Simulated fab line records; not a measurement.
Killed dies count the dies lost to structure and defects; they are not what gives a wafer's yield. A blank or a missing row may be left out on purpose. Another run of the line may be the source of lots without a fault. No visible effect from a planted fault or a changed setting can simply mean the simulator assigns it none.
The tool behind it: which one? || flow sky130 || route of 708 steps, sampled at 1 step: 15 lots, 45 wafers

== WHAT EACH GAUGE READ, for each wafer ==
SKY_METAL2_OVL_MEAS_16. Usual: for METAL2_OVL the level is -2 nm and the standard deviation is 6.9.
{"lot": "L139", "measured": "day 34 22:53", "on": "overlay-02", "METAL2_OVL (nm)": "-15 -11 -9", "flag": ""}
{"lot": "L142", "measured": "day 36 04:04", "on": "overlay-02", "METAL2_OVL (nm)": "-5 -13 -14", "flag": ""}
{"lot": "L143", "measured": "day 36 04:43", "on": "overlay-01", "METAL2_OVL (nm)": "7 9 -8", "flag": ""}
{"lot": "L144", "measured": "day 36 18:06", "on": "overlay-01", "METAL2_OVL (nm)": "-6 -8 0", "flag": ""}
{"lot": "L145", "measured": "day 37 06:06", "on": "overlay-02", "METAL2_OVL (nm)": "-6 6 2", "flag": ""}
{"lot": "L146", "measured": "day 37 08:33", "on": "overlay-02", "METAL2_OVL (nm)": "3 12 5", "flag": ""}
{"lot": "L147", "measured": "day 37 16:11", "on": "overlay-02", "METAL2_OVL (nm)": "3 -5 -4", "flag": ""}
{"lot": "L148", "measured": "day 38 02:38", "on": "overlay-01", "METAL2_OVL (nm)": "-12 -7 -6", "flag": ""}
{"lot": "L152", "measured": "day 39 07:18", "on": "overlay-02", "METAL2_OVL (nm)": "4 -4 3", "flag": ""}
{"lot": "L153", "measured": "day 39 18:38", "on": "overlay-01", "METAL2_OVL (nm)": "5 2 -9", "flag": ""}
{"lot": "L155", "measured": "day 40 11:22", "on": "overlay-02", "METAL2_OVL (nm)": "-5 -3 -3", "flag": ""}
{"lot": "L156", "measured": "day 41 00:51", "on": "overlay-02", "METAL2_OVL (nm)": "5 13 -3", "flag": ""}
{"lot": "L157", "measured": "day 41 02:34", "on": "overlay-01", "METAL2_OVL (nm)": "-5 2 -1", "flag": ""}
{"lot": "L158", "measured": "day 41 08:18", "on": "overlay-02", "METAL2_OVL (nm)": "5 8 3", "flag": ""}
{"lot": "L161", "measured": "day 42 02:17", "on": "overlay-02", "METAL2_OVL (nm)": "-2 -2 -12", "flag": ""}

== EACH LOT AND THE TOOL THAT RAN IT (in order: tool; ch and the chambers of the sampled wafers; start) ==
The record shows no process step preceding these readings.

== WHAT THE TOOLS THEMSELVES READ (means of the sampled wafers that have a number; where no wafer has one, the mark that the record gives instead) ==
The record holds no such reading with a usual standard deviation.

== THE ANSWER, worked out from the rows above alone ==
Rule: a lot counts as off when the mean over its wafers that have a number is more than 3 standard deviations away from the usual mean. A lot without any number at a reading at which 4 lots or more have one is off too. All remaining lots with rows at the step are treated as sound. First the gauges in route order, then the tools' own readings, where a lot's mean is used as printed above. The first step at which some lot is off is used, and at that step the reading that is off furthest; a lot without a number counts as furthest.
Nothing can be told from this: no lot is off at any reading shown.

== WHAT THE SIMULATOR PUT IN ==
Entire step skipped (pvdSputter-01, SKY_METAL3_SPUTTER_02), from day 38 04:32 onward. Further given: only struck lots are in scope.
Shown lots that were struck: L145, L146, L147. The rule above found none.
